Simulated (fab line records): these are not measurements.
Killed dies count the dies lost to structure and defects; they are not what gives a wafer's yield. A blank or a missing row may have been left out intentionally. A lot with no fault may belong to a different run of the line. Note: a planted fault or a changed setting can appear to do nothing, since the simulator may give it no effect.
fab line records    flow sky130
record lots=24  wafers=72  last-day=50
route steps=708 shown CONTACT@425 METAL2@499 VIA2@523
lots that met no fault: from a run of the same line without faults
start-h: the number of hours between the record's first day and the start of the first shown wafer of the lot    wait-h: hours elapsed since this lot's preceding step    " the same as in the row above    L1.1+2: several wafers, shown together as one row    - either no value or no given start    * or withheld: withheld    < > ~ a bound
route shown NAME@n: a module of which the file shows steps, and the number in the route of the first    usual: mean and standard deviation over wafers with no fault    same: alike in all rows    chamber/n: place in a boat    sites: the reading at each site    _std_site: standard deviation across them    _edge_site: the outer-site mean with the inner-site mean subtracted    radius-mm: for every site, how far away it sits from the centre of the wafer    mask NAME#n: copy n    behind: the most recent tool/chamber to have shaped the wafer    hold: the reason the lot was held/the length of the hold in hours/how it ended    device: which transistor (n, p or np) failed to switch    end of line: tests run on the same wafers once the route is complete    where a step has no rows: the recipe by itself    killed: count of dies lost to structure and defects at first sort (not the wafer's yield)    map: a wafer's dies, marking killed ones x, the rest . and places with no die _
set.NAME: setting as actually run; set.NAME@STEP: the setting as run at that earlier step    model.NAME: the simulator's own value behind a step, which no gauge read
steps of the route over a sample of lots; a table a step, a row a wafer
services: the hour from which a tool's chamber was out of use, counted from the record's first day as start-h (under 0 if before that day), plus the number of hours and why
## steps
# step SKY_CONTACT_STRIP_19
# recipe chemistry=O2/N2  power-w=1400  pressure-mtorr=1500  platen-temp-c=withheld  o2-flow-sccm=3000  n2-flow-sccm=300  overash-fraction=0.5
# usual drypump-motor-current-A=5.8/0.73  oes-product-au=0.381/0.0054  strip-time-to-endpoint-s=3.62/0.039
lot.wafer  tool             chamber  start-h  wait-h  drypump-motor-current-A  oes-product-au  rf-hours-counter-h  strip-time-to-endpoint-s
L074.1     plasma-asher-01  1        732.53   -       6.6                      0.369           33                  3.67
L074.2     "                0        "        "       5.9                      0.379           33                  3.59
L074.6     "                0        "        "       5.9                      0.373           -                   3.71
L075.2     plasma-asher-01  0        745.73   -       5.9                      0.375           35                  3.57
L075.3     "                0        "        "       5.9                      0.389           -                   3.66
L075.4     "                1        "        "       6.6                      0.386           -                   3.59
L076.4     plasma-asher-01  1        754.63   -       6.7                      0.386           -                   3.61
L076.5     "                1        "        "       6.7                      0.379           -                   3.59
L076.6     "                0        "        "       5.9                      0.375           -                   3.63
L077.3     plasma-asher-04  0        762.91   -       6.3                      0.380           -                   3.60
L077.4     "                1        "        "       4.7                      0.385           -                   3.65
L077.5     "                0        "        "       6.3                      0.380           -                   3.63
L078.3     plasma-asher-02  0        770.75   -       4.8                      0.379           -                   3.62
L078.5     "                0        "        "       4.8                      0.374           -                   3.61
L078.6     "                1        "        "       5.1                      0.378           -                   3.69
L079.1     plasma-asher-02  0        781.70   -       4.8                      0.379           96                  3.61
L079.4     "                0        "        "       4.8                      0.381           -                   3.58
L079.6     "                1        "        "       5.1                      0.385           -                   3.62
L080.1     plasma-asher-01  1        791.65   -       6.7                      0.372           40                  3.57
L080.3     "                0        "        "       5.9                      0.383           -                   3.59
L080.5     "                0        "        "       5.9                      0.382           -                   3.59
L081.1     plasma-asher-01  0        798.06   -       5.9                      0.390           40                  3.69
L081.2     "                1        "        "       6.7                      0.382           40                  3.66
L081.3     "                1        "        "       6.7                      0.381           -                   3.60
L082.1     plasma-asher-01  0        805.41   -       5.9                      0.382           41                  3.70
L082.2     "                1        "        "       6.6                      0.381           41                  3.61
L082.3     "                0        "        "       5.9                      0.382           -                   3.62
L083.1     plasma-asher-01  1        806.08   -       6.7                      0.380           41                  3.62
L083.4     "                0        "        "       5.9                      0.386           -                   3.60
L083.6     "                1        "        "       6.6                      0.376           -                   3.63
L084.1     plasma-asher-01  1        821.78   -       6.6                      0.384           43                  3.59
L084.3     "                1        "        "       6.6                      0.362           -                   3.59
L084.4     "                0        "        "       5.9                      0.377           -                   3.61
L085.2     plasma-asher-02  1        829.01   -       5.1                      0.380           100                 3.61
L085.3     "                1        "        "       5.1                      0.386           -                   3.63
L085.4     "                0        "        "       4.8                      0.378           -                   3.59
L086.3     plasma-asher-02  0        832.58   -       4.8                      0.390           -                   3.62
L086.4     "                1        "        "       5.1                      0.371           -                   3.61
L086.6     "                1        "        "       5.1                      0.387           -                   3.59
L087.2     plasma-asher-02  1        838.85   -       5.1                      0.371           101                 3.60
L087.3     "                1        "        "       5.1                      0.383           -                   3.58
L087.5     "                0        "        "       4.8                      0.372           -                   3.62
L088.3     plasma-asher-04  0        842.95   -       6.4                      0.390           -                   3.63
L088.5     "                1        "        "       4.7                      0.382           -                   3.64
L088.6     "                0        "        "       6.4                      0.383           -                   3.58
L089.2     plasma-asher-01  0        847.48   -       5.9                      0.383           46                  3.58
L089.5     "                0        "        "       5.9                      0.384           -                   3.62
L089.6     "                1        "        "       6.6                      0.385           -                   3.60
L090.2     plasma-asher-02  1        863.88   -       5.0                      0.381           103                 3.58
L090.5     "                1        "        "       5.0                      0.374           -                   3.61
L090.6     "                0        "        "       4.8                      0.375           -                   3.64
L091.1     plasma-asher-01  0        865.18   -       5.9                      0.381           48                  3.57
L091.4     "                0        "        "       5.9                      0.376           -                   3.59
L091.5     "                1        "        "       6.7                      0.384           -                   3.61
L092.1     plasma-asher-02  0        875.61   -       4.8                      0.384           104                 3.60
L092.5     "                1        "        "       5.0                      0.382           -                   3.58
L092.6     "                0        "        "       4.8                      0.384           -                   3.59
L093.2     plasma-asher-01  0        881.58   -       5.9                      0.391           49                  3.71
L093.3     "                0        "        "       5.9                      0.381           -                   3.65
L093.5     "                0        "        "       5.9                      0.384           -                   3.74
L094.3     plasma-asher-04  1        890.46   -       4.8                      0.392           -                   3.66
L094.5     "                0        "        "       6.4                      0.385           -                   3.60
L094.6     "                1        "        "       4.8                      0.373           -                   3.67
L095.1     plasma-asher-01  1        898.00   -       6.6                      0.379           51                  3.58
L095.2     "                0        "        "       5.9                      0.386           51                  3.59
L095.6     "                0        "        "       5.9                      0.382           -                   3.59
L096.1     plasma-asher-04  1        910.25   -       4.8                      0.376           75                  3.66
L096.3     "                1        "        "       4.7                      0.391           -                   3.66
L096.5     "                1        "        "       4.7                      0.385           -                   3.67
L097.2     plasma-asher-01  1        916.18   -       6.6                      0.382           54                  3.69
L097.3     "                1        "        "       6.6                      0.385           -                   3.68
L097.5     "                1        "        "       6.6                      0.382           -                   3.68
# step SKY_METAL2_OVL_MEAS_16
# usual METAL2_OVL=0/5.5
lot.wafer  tool        chamber  start-h  wait-h  METAL2_OVL[nm]
L074.1     overlay-02  -        818.26   0.1     -3
L074.2     "           -        "        "       0
L074.6     "           -        "        "       -1
L075.2     overlay-01  -        832.11   0.1     -6
L075.3     "           -        "        "       -3
L075.4     "           -        "        "       -10
L076.4     overlay-02  -        837.65   0.1     -7
L076.5     "           -        "        "       -5
L076.6     "           -        "        "       -2
L077.3     overlay-01  -        846.81   0.1     6
L077.4     "           -        "        "       -2
L077.5     "           -        "        "       4
L078.3     overlay-02  -        855.14   0.1     5
L078.5     "           -        "        "       4
L078.6     "           -        "        "       5
L079.1     overlay-01  -        864.28   0.1     9
L079.4     "           -        "        "       9
L079.6     "           -        "        "       7
L080.1     overlay-02  -        873.11   0.1     -5
L080.3     "           -        "        "       -5
L080.5     "           -        "        "       -5
L081.1     overlay-02  -        880.28   0.1     -9
L081.2     "           -        "        "       -8
L081.3     "           -        "        "       -11
L082.1     overlay-02  -        887.71   0.1     -2
L082.2     "           -        "        "       4
L082.3     "           -        "        "       2
L083.1     overlay-02  -        888.77   0.1     2
L083.4     "           -        "        "       2
L083.6     "           -        "        "       7
L084.1     overlay-01  -        903.41   0.1     -6
L084.3     "           -        "        "       -3
L084.4     "           -        "        "       -1
L085.2     overlay-02  -        910.44   0.1     9
L085.3     "           -        "        "       11
L085.4     "           -        "        "       9
L086.3     overlay-01  -        915.66   0.1     1
L086.4     "           -        "        "       -1
L086.6     "           -        "        "       1
L087.2     overlay-02  -        919.79   0.1     -5
L087.3     "           -        "        "       1
L087.5     "           -        "        "       0
L088.3     overlay-01  -        923.76   0.1     -1
L088.5     "           -        "        "       7
L088.6     "           -        "        "       -10
L089.2     overlay-01  -        926.87   0.1     9
L089.5     "           -        "        "       1
L089.6     "           -        "        "       2
L090.2     overlay-01  -        943.96   0.1     5
L090.5     "           -        "        "       1
L090.6     "           -        "        "       3
L091.1     overlay-01  -        944.76   0.1     -1
L091.4     "           -        "        "       -4
L091.5     "           -        "        "       1
L092.1     overlay-02  -        953.98   0.1     0
L092.5     "           -        "        "       6
L092.6     "           -        "        "       4
L093.2     overlay-01  -        960.19   0.1     -1
L093.3     "           -        "        "       -5
L093.5     "           -        "        "       -5
L094.3     overlay-02  -        969.07   0.1     0
L094.5     "           -        "        "       -1
L094.6     "           -        "        "       1
L095.1     overlay-01  -        975.68   0.1     -2
L095.2     "           -        "        "       -4
L095.6     "           -        "        "       3
L096.1     overlay-01  -        988.28   0.1     -9
L096.3     "           -        "        "       -4
L096.5     "           -        "        "       -6
L097.2     overlay-01  -        992.37   0.1     -3
L097.3     "           -        "        "       -5
L097.5     "           -        "        "       -7
# step SKY_METAL2_ETCH_18
# recipe chemistry=N2/H2  target=BARC  ion-energy-ev=200  bias-w=100  pressure-mtorr=30  n2-flow-sccm=100  h2-flow-sccm=200  icp-w=500  stop-on=SiO2  time-s=45.9  target-depth-a=600
# usual drypump-motor-current-A=5.7/0.34  oes-product-au=0.855/0.005  throttle-valve-pct=13.225/0.0083
lot.wafer  tool          chamber  start-h  wait-h  drypump-motor-current-A  oes-product-au  rf-hours-counter-h  throttle-valve-pct
L074.1     rie-metal-01  1        818.33   0.0     6.1                      0.851           15                  13.227
L074.2     "             0        "        "       5.3                      0.849           5                   13.230
L074.6     "             1        "        "       6.1                      0.860           -                   13.223
L075.2     rie-metal-04  1        832.18   0.0     5.5                      0.855           18                  13.234
L075.3     "             0        "        "       6.2                      0.864           -                   13.235
L075.4     "             1        "        "       5.5                      0.861           -                   13.232
L076.4     rie-metal-01  0        837.72   0.0     5.4                      0.866           -                   13.226
L076.5     "             1        "        "       6.0                      0.863           -                   13.226
L076.6     "             0        "        "       5.4                      0.855           -                   13.227
L077.3     rie-metal-01  0        846.89   0.0     5.4                      0.864           -                   13.225
L077.4     "             1        "        "       6.1                      0.850           -                   13.220
L077.5     "             0        "        "       5.3                      0.856           -                   13.217
L078.3     rie-metal-02  0        855.22   0.0     6.0                      0.852           -                   13.219
L078.5     "             1        "        "       5.3                      0.849           -                   13.230
L078.6     "             0        "        "       5.9                      0.856           -                   13.214
L079.1     rie-metal-02  0        864.35   0.0     6.0                      0.866           7                   13.219
L079.4     "             1        "        "       5.3                      0.856           -                   13.224
L079.6     "             1        "        "       5.3                      0.862           -                   13.226
L080.1     rie-metal-02  1        873.18   0.0     5.3                      0.860           4                   13.226
L080.3     "             0        "        "       6.0                      0.866           -                   13.215
L080.5     "             0        "        "       6.0                      0.857           -                   13.224
L081.1     rie-metal-04  1        880.35   0.0     5.5                      0.850           1                   13.213
L081.2     "             0        "        "       6.2                      0.849           18                  13.228
L081.3     "             1        "        "       5.5                      0.851           -                   13.222
L082.1     rie-metal-04  1        887.78   0.0     5.5                      0.855           1                   13.236
L082.2     "             0        "        "       6.2                      0.855           18                  13.226
L082.3     "             1        "        "       5.5                      0.859           -                   13.224
L083.1     rie-metal-02  0        888.84   0.0     6.0                      0.850           8                   13.223
L083.4     "             0        "        "       6.0                      0.854           -                   13.223
L083.6     "             0        "        "       6.0                      0.857           -                   13.238
L084.1     rie-metal-01  1        903.48   0.0     6.1                      0.859           1                   13.229
L084.3     "             1        "        "       6.1                      0.859           -                   13.236
L084.4     "             0        "        "       5.3                      0.853           -                   13.220
L085.2     rie-metal-02  0        910.50   0.0     6.0                      0.850           9                   13.219
L085.3     "             1        "        "       5.3                      0.854           -                   13.233
L085.4     "             0        "        "       6.0                      0.849           -                   13.243
L086.3     rie-metal-01  1        915.74   0.0     6.0                      0.853           -                   13.199
L086.4     "             0        "        "       5.4                      0.856           -                   13.215
L086.6     "             1        "        "       6.0                      0.859           -                   13.223
L087.2     rie-metal-01  1        919.85   0.0     6.1                      0.844           2                   13.235
L087.3     "             1        "        "       6.1                      0.853           -                   13.214
L087.5     "             0        "        "       5.4                      0.852           -                   13.230
L088.3     rie-metal-01  1        923.84   0.0     6.1                      0.855           -                   13.235
L088.5     "             1        "        "       6.1                      0.862           -                   13.238
L088.6     "             0        "        "       5.3                      0.862           -                   13.227
L089.2     rie-metal-02  1        926.93   0.0     5.4                      0.856           6                   13.222
L089.5     "             0        "        "       6.0                      0.850           -                   13.228
L089.6     "             1        "        "       5.3                      0.853           -                   13.226
L090.2     rie-metal-02  1        944.02   0.0     5.3                      0.859           7                   13.223
L090.5     "             1        "        "       5.3                      0.857           -                   13.223
L090.6     "             0        "        "       6.0                      0.858           -                   13.237
L091.1     rie-metal-02  1        944.83   0.0     5.3                      0.861           7                   13.226
L091.4     "             0        "        "       6.0                      0.854           -                   13.246
L091.5     "             1        "        "       5.3                      0.854           -                   13.225
L092.1     rie-metal-04  1        954.08   0.1     5.5                      0.862           5                   13.220
L092.5     "             1        "        "       5.5                      0.852           -                   13.224
L092.6     "             1        "        "       5.5                      0.852           -                   13.236
L093.2     rie-metal-02  0        960.25   0.0     6.0                      0.857           11                  13.229
L093.3     "             1        "        "       5.3                      0.846           -                   13.221
L093.5     "             1        "        "       5.3                      0.854           -                   13.224
L094.3     rie-metal-04  0        969.15   0.0     6.1                      0.854           -                   13.225
L094.5     "             0        "        "       6.1                      0.853           -                   13.214
L094.6     "             1        "        "       5.5                      0.846           -                   13.228
L095.1     rie-metal-01  1        975.75   0.0     6.1                      0.851           4                   13.226
L095.2     "             0        "        "       5.3                      0.853           12                  13.218
L095.6     "             0        "        "       5.3                      0.854           -                   13.221
L096.1     rie-metal-04  1        988.35   0.0     5.5                      0.851           7                   13.238
L096.3     "             0        "        "       6.1                      0.860           -                   13.229
L096.5     "             0        "        "       6.2                      0.854           -                   13.230
L097.2     rie-metal-01  0        992.43   0.0     5.3                      0.851           13                  13.215
L097.3     "             0        "        "       5.4                      0.854           -                   13.214
L097.5     "             0        "        "       5.3                      0.861           -                   13.234
# step SKY_VIA2_STRIP_16
# recipe chemistry=O2/N2  power-w=1400  pressure-mtorr=1500  platen-temp-c=withheld  o2-flow-sccm=3000  n2-flow-sccm=300  overash-fraction=0.5
# usual drypump-motor-current-A=5.8/0.72  oes-product-au=0.398/0.0051  strip-time-to-endpoint-s=4.05/0.033
lot.wafer  tool             chamber  start-h  wait-h  drypump-motor-current-A  oes-product-au  rf-hours-counter-h  strip-time-to-endpoint-s
L074.1     plasma-asher-02  1        845.54   0.0     5.1                      0.399           101                 4.05
L074.2     "                0        "        "       4.8                      0.395           101                 4.06
L074.6     "                0        "        "       4.8                      0.406           -                   4.02
L075.2     plasma-asher-02  0        859.90   0.0     4.8                      0.401           103                 4.04
L075.3     "                1        "        "       5.1                      0.395           -                   4.09
L075.4     "                0        "        "       4.8                      0.398           -                   4.08
L076.4     plasma-asher-02  0        864.54   0.1     4.8                      0.395           -                   4.03
L076.5     "                0        "        "       4.8                      0.404           -                   4.05
L076.6     "                1        "        "       5.0                      0.393           -                   4.09
L077.3     plasma-asher-04  0        874.07   0.1     6.3                      0.393           -                   3.99
L077.4     "                1        "        "       4.8                      0.408           -                   4.09
L077.5     "                0        "        "       6.4                      0.407           -                   4.10
L078.3     plasma-asher-01  0        882.24   0.1     5.9                      0.392           -                   4.03
L078.5     "                1        "        "       6.7                      0.396           -                   4.03
L078.6     "                0        "        "       5.9                      0.391           -                   4.04
L079.1     plasma-asher-01  0        891.84   0.0     5.9                      0.394           51                  4.06
L079.4     "                1        "        "       6.6                      0.391           -                   4.05
L079.6     "                1        "        "       6.6                      0.394           -                   4.02
L080.1     plasma-asher-01  1        899.92   0.0     6.7                      0.399           52                  4.01
L080.3     "                1        "        "       6.6                      0.404           -                   4.06
L080.5     "                1        "        "       6.7                      0.401           -                   4.06
L081.1     plasma-asher-04  1        907.27   0.0     4.8                      0.404           74                  4.08
L081.2     "                0        "        "       6.4                      0.404           74                  4.07
L081.3     "                0        "        "       6.4                      0.399           -                   4.11
L082.1     plasma-asher-01  1        914.39   0.0     6.7                      0.401           53                  4.03
L082.2     "                0        "        "       5.9                      0.402           53                  4.07
L082.3     "                1        "        "       6.6                      0.394           -                   4.06
L083.1     plasma-asher-01  0        915.62   0.0     5.9                      0.396           54                  4.05
L083.4     "                0        "        "       5.9                      0.407           -                   4.07
L083.6     "                0        "        "       5.9                      0.396           -                   4.01
L084.1     plasma-asher-01  0        928.79   0.0     5.9                      0.398           55                  4.07
L084.3     "                0        "        "       5.9                      0.402           -                   4.04
L084.4     "                1        "        "       6.7                      0.398           -                   4.07
L085.2     plasma-asher-04  0        936.42   0.0     6.3                      0.406           77                  4.10
L085.3     "                1        "        "       4.8                      0.399           -                   4.06
L085.4     "                0        "        "       6.3                      0.393           -                   4.10
L086.3     plasma-asher-01  0        941.39   0.1     5.9                      0.405           -                   4.11
L086.4     "                1        "        "       6.7                      0.395           -                   4.06
L086.6     "                1        "        "       6.7                      0.406           -                   4.12
L087.2     plasma-asher-02  1        946.40   0.0     5.0                      0.400           108                 4.05
L087.3     "                1        "        "       5.1                      0.399           -                   4.05
L087.5     "                1        "        "       5.1                      0.400           -                   4.07
L088.3     plasma-asher-01  1        949.89   0.1     6.6                      0.398           -                   4.00
L088.5     "                0        "        "       5.9                      0.395           -                   3.97
L088.6     "                1        "        "       6.6                      0.401           -                   4.08
L089.2     plasma-asher-01  1        952.52   0.0     6.7                      0.403           57                  4.00
L089.5     "                1        "        "       6.7                      0.401           -                   4.01
L089.6     "                0        "        "       5.9                      0.398           -                   4.02
L090.2     plasma-asher-02  0        969.09   0.0     4.8                      0.389           111                 3.99
L090.5     "                1        "        "       5.0                      0.392           -                   4.07
L090.6     "                0        "        "       4.8                      0.397           -                   3.99
L091.1     plasma-asher-02  0        970.24   0.0     4.8                      0.396           111                 4.09
L091.4     "                1        "        "       5.0                      0.404           -                   4.01
L091.5     "                1        "        "       5.1                      0.396           -                   4.10
L092.1     plasma-asher-01  1        979.77   0.0     6.7                      0.403           61                  4.03
L092.5     "                0        "        "       5.9                      0.399           -                   4.11
L092.6     "                1        "        "       6.7                      0.399           -                   3.99
L093.2     plasma-asher-01  0        986.10   0.0     5.9                      0.396           62                  4.05
L093.3     "                1        "        "       6.6                      0.397           -                   4.11
L093.5     "                1        "        "       6.6                      0.395           -                   4.06
L094.3     plasma-asher-02  0        995.07   0.1     4.8                      0.404           -                   4.06
L094.5     "                0        "        "       4.8                      0.400           -                   4.07
L094.6     "                1        "        "       5.1                      0.400           -                   4.06
L095.1     plasma-asher-01  1        1000.89  0.0     6.7                      0.409           64                  4.09
L095.2     "                0        "        "       5.9                      0.400           64                  4.08
L095.6     "                1        "        "       6.6                      0.401           -                   4.10
L096.1     plasma-asher-01  1        1013.44  0.0     6.6                      0.404           65                  4.05
L096.3     "                1        "        "       6.6                      0.394           -                   4.04
L096.5     "                0        "        "       5.9                      0.400           -                   4.03
L097.2     plasma-asher-01  1        1017.09  0.0     6.6                      0.398           66                  4.07
L097.3     "                1        "        "       6.7                      0.388           -                   4.05
L097.5     "                1        "        "       6.6                      0.403           -                   4.05
# step SKY_VIA2_CVD_21
# recipe material=W  target-thk-nm=420  time-s=126.4  temp-c=400  pressure-torr=40
# usual heater-power-w=831/60  susceptor-temp-C=400.00/0.22
lot.wafer  tool      chamber  start-h  wait-h  heater-power-w  since-wet-clean-h  susceptor-temp-C
L074.1     cvd-w-01  1        846.25   0.0     800             442                399.95
L074.2     "         0        "        "       746             442                400.15
L074.6     "         1        "        "       820             -                  399.90
L075.2     cvd-w-02  0        860.55   0.0     905             957                399.48
L075.3     "         0        "        "       886             -                  399.52
L075.4     "         1        "        "       879             -                  400.40
L076.4     cvd-w-02  1        865.20   0.1     894             -                  399.68
L076.5     "         1        "        "       890             -                  399.97
L076.6     "         0        "        "       917             -                  399.95
L077.3     cvd-w-01  1        874.77   0.1     815             -                  399.80
L077.4     "         0        "        "       744             -                  400.30
L077.5     "         0        "        "       776             -                  399.71
L078.3     cvd-w-01  0        882.91   0.1     761             -                  400.12
L078.5     "         1        "        "       808             -                  399.91
L078.6     "         0        "        "       748             -                  400.11
L079.1     cvd-w-02  0        892.53   0.0     921             989                400.03
L079.4     "         1        "        "       890             -                  400.08
L079.6     "         1        "        "       891             -                  400.25
L080.1     cvd-w-02  1        900.61   0.0     871             997                399.75
L080.3     "         0        "        "       925             -                  400.08
L080.5     "         1        "        "       898             -                  399.78
L081.1     cvd-w-01  0        908.03   0.0     774             504                400.02
L081.2     "         1        "        "       820             504                400.42
L081.3     "         1        "        "       802             -                  400.13
L082.1     cvd-w-01  0        915.35   0.0     756             511                400.01
L082.2     "         1        "        "       817             511                400.20
L082.3     "         0        "        "       733             -                  400.06
L083.1     cvd-w-01  0        916.78   0.0     769             513                399.91
L083.4     "         0        "        "       763             -                  400.22
L083.6     "         1        "        "       803             -                  400.03
L084.1     cvd-w-02  0        929.47   0.0     890             11                 399.94
L084.3     "         1        "        "       882             -                  400.32
L084.4     "         0        "        "       877             -                  399.85
L085.2     cvd-w-01  0        937.07   0.0     745             533                399.87
L085.3     "         1        "        "       787             -                  400.06
L085.4     "         0        "        "       749             -                  399.98
L086.3     cvd-w-02  0        942.05   0.1     902             -                  399.84
L086.4     "         1        "        "       901             -                  400.30
L086.6     "         0        "        "       882             -                  399.73
L087.2     cvd-w-01  1        947.05   0.0     818             543                399.47
L087.3     "         1        "        "       819             -                  399.99
L087.5     "         1        "        "       786             -                  399.47
L088.3     cvd-w-02  0        950.55   0.1     912             -                  400.11
L088.5     "         1        "        "       895             -                  399.61
L088.6     "         0        "        "       937             -                  400.21
L089.2     cvd-w-01  1        953.18   0.0     803             549                399.75
L089.5     "         1        "        "       833             -                  399.99
L089.6     "         0        "        "       743             -                  400.05
L090.2     cvd-w-01  1        969.74   0.0     819             566                400.11
L090.5     "         1        "        "       803             -                  400.19
L090.6     "         0        "        "       771             -                  400.14
L091.1     cvd-w-01  0        970.90   0.0     750             567                399.92
L091.4     "         1        "        "       769             -                  399.96
L091.5     "         1        "        "       800             -                  400.09
L092.1     cvd-w-02  0        980.43   0.0     914             62                 399.77
L092.5     "         0        "        "       910             -                  400.08
L092.6     "         1        "        "       898             -                  400.10
L093.2     cvd-w-01  0        986.75   0.0     753             583                399.94
L093.3     "         0        "        "       759             -                  399.94
L093.5     "         1        "        "       823             -                  399.95
L094.3     cvd-w-01  0        995.73   0.1     764             -                  400.04
L094.5     "         1        "        "       814             -                  400.28
L094.6     "         0        "        "       750             -                  399.95
L095.1     cvd-w-02  1        1001.54  0.0     885             84                 399.62
L095.2     "         0        "        "       916             84                 400.15
L095.6     "         1        "        "       906             -                  399.92
L096.1     cvd-w-02  1        1014.13  0.0     889             96                 400.05
L096.3     "         1        "        "       904             -                  400.33
L096.5     "         0        "        "       885             -                  399.85
L097.2     cvd-w-01  0        1017.78  0.0     764             614                399.87
L097.3     "         1        "        "       828             -                  399.71
L097.5     "         0        "        "       739             -                  400.42
# step SKY_VIA2_CMP_24
# recipe stop-on=SiO2  t-overpolish-s=20  down-force-psi=3.5  platen-rpm=60  target-thk-nm=0  pad-velocity-m-s=0.94248
# usual motor-current-A=10.9/1.2  overpolish-run-s=19.999/0.0089  platen-rpm=60.00/0.045  time-to-endpoint-s=101/5.3
lot.wafer  tool    chamber  start-h  wait-h  motor-current-A  overpolish-run-s  platen-rpm  time-to-endpoint-s
L074.2     cmp-02  1        846.61   0.1     11.4             20.003            60.02       99
L074.1     "       2        "        "       11.7             20.017            59.98       101
L074.6     "       1        "        "       11.7             20.014            60.02       103
L075.4     cmp-01  1        860.87   0.0     12.2             20.002            60.05       92
L075.3     "       2        "        "       12.1             20.015            60.01       108
L075.2     "       0        "        "       9.7              20.011            60.02       99
L076.4     cmp-01  2        865.61   0.2     11.3             19.993            59.99       101
L076.5     "       2        "        "       11.0             20.002            60.02       105
L076.6     "       3        "        "       10.0             20.014            59.90       102
L077.4     cmp-01  3        875.09   0.1     9.8              20.013            60.00       102
L077.3     "       1        "        "       12.2             19.998            59.95       94
L077.5     "       3        "        "       10.5             19.997            59.97       103
L078.3     cmp-01  1        883.17   0.0     11.9             19.999            60.06       95
L078.5     "       1        "        "       11.6             20.005            59.96       92
L078.6     "       2        "        "       11.5             19.989            59.91       106
L079.1     cmp-01  2        892.84   0.1     10.7             20.002            59.98       110
L079.4     "       3        "        "       9.9              20.001            59.99       97
L079.6     "       2        "        "       11.4             19.994            60.01       101
L080.3     cmp-01  3        900.92   0.0     9.8              20.001            59.99       105
L080.1     "       2        "        "       10.7             19.984            59.97       109
L080.5     "       3        "        "       10.4             20.004            60.04       105
L081.3     cmp-02  3        908.34   0.0     11.9             19.994            59.93       92
L081.2     "       0        "        "       8.5              19.993            60.03       100
L081.1     "       1        "        "       11.6             19.991            59.99       105
L082.2     cmp-01  0        915.66   0.0     10.1             20.003            60.00       97
L082.3     "       1        "        "       12.1             19.997            60.03       97
L082.1     "       2        "        "       11.8             19.995            59.95       109
L083.1     cmp-02  0        917.14   0.1     8.7              19.993            59.97       108
L083.4     "       2        "        "       12.3             20.000            60.00       105
L083.6     "       0        "        "       9.0              20.005            60.03       105
L084.1     cmp-02  0        929.83   0.1     8.1              19.995            60.06       105
L084.4     "       1        "        "       11.5             20.003            59.92       106
L084.3     "       2        "        "       11.8             20.013            59.95       104
L085.4     cmp-02  1        937.39   0.0     10.5             20.012            59.97       109
L085.3     "       2        "        "       11.9             19.994            60.03       103
L085.2     "       3        "        "       12.2             20.002            60.00       95
L086.4     cmp-01  3        942.42   0.1     10.3             20.009            60.01       98
L086.3     "       0        "        "       10.1             19.999            60.09       100
L086.6     "       2        "        "       11.7             20.002            59.97       104
L087.3     cmp-02  1        947.37   0.0     11.9             20.004            60.11       100
L087.2     "       3        "        "       11.0             19.986            59.97       97
L087.5     "       2        "        "       11.5             20.013            60.00       104
L088.3     cmp-02  2        950.87   0.1     11.5             19.989            60.03       109
L088.6     "       1        "        "       11.5             19.998            60.03       112
L088.5     "       2        "        "       11.8             19.990            59.87       107
L089.2     cmp-01  2        953.59   0.1     11.6             19.989            59.92       102
L089.6     "       0        "        "       9.9              19.979            60.04       94
L089.5     "       1        "        "       12.2             19.983            60.00       92
L090.2     cmp-02  1        970.15   0.1     11.2             20.004            59.98       105
L090.6     "       3        "        "       11.3             19.988            60.04       95
L090.5     "       0        "        "       8.9              20.007            60.02       101
L091.4     cmp-02  3        971.21   0.0     11.2             20.006            60.05       91
L091.1     "       2        "        "       12.0             19.997            59.99       103
L091.5     "       0        "        "       8.9              19.995            59.98       98
L092.1     cmp-02  2        980.93   0.2     11.8             20.007            59.87       108
L092.5     "       0        "        "       9.0              19.988            60.02       108
L092.6     "       1        "        "       11.7             20.003            59.98       106
L093.3     cmp-01  0        987.17   0.1     10.6             20.008            60.01       96
L093.2     "       1        "        "       12.5             19.988            59.95       96
L093.5     "       3        "        "       10.7             19.986            60.10       104
L094.3     cmp-01  2        996.05   0.1     11.3             19.993            60.01       113
L094.5     "       1        "        "       11.6             20.003            59.97       97
L094.6     "       2        "        "       11.0             19.997            59.97       110
L095.1     cmp-02  2        1001.85  0.1     12.0             20.017            60.02       104
L095.2     "       1        "        "       11.5             20.004            60.02       106
L095.6     "       2        "        "       11.8             20.004            59.98       102
L096.1     cmp-02  3        1014.50  0.1     11.5             19.991            60.00       94
L096.3     "       0        "        "       8.6              20.005            59.92       102
L096.5     "       2        "        "       12.6             20.005            60.06       106
L097.2     cmp-02  0        1018.26  0.2     8.7              20.002            60.07       111
L097.3     "       1        "        "       11.0             19.983            60.05       106
L097.5     "       0        "        "       8.8              19.998            59.99       105
## services
tool             chamber  start-h  hours  kind
cmp-02           -        720.53   0.5    repair
plasma-asher-01  -        721.63   1.6    repair
cmp-02           -        735.16   1.8    repair
cmp-02           -        735.97   0.3    repair
cmp-01           -        745.77   4.0    pm
cmp-02           -        762.31   0.3    repair
plasma-asher-02  -        788.47   6.8    repair
cmp-01           -        797.44   0.8    repair
cmp-01           -        804.26   29.0   repair
plasma-asher-02  -        805.37   1.3    repair
cmp-01           -        822.05   5.3    repair
cmp-02           -        850.26   5.0    pm
plasma-asher-01  -        860.48   1.4    repair
cmp-01           -        869.18   3.9    pm
cmp-02           -        873.09   6.1    pm
plasma-asher-01  -        875.32   1.2    repair
plasma-asher-02  -        880.67   14.6   pm
plasma-asher-02  -        897.25   16.6   repair
cmp-02           -        912.26   4.0    pm
cmp-01           -        938.92   1.6    repair
cmp-01           -        950.98   0.6    repair
cmp-02           -        989.11   1.9    repair
cmp-02           -        998.26   1.9    repair
cvd-w-01         -        998.43   0.6    repair
## key
fault none
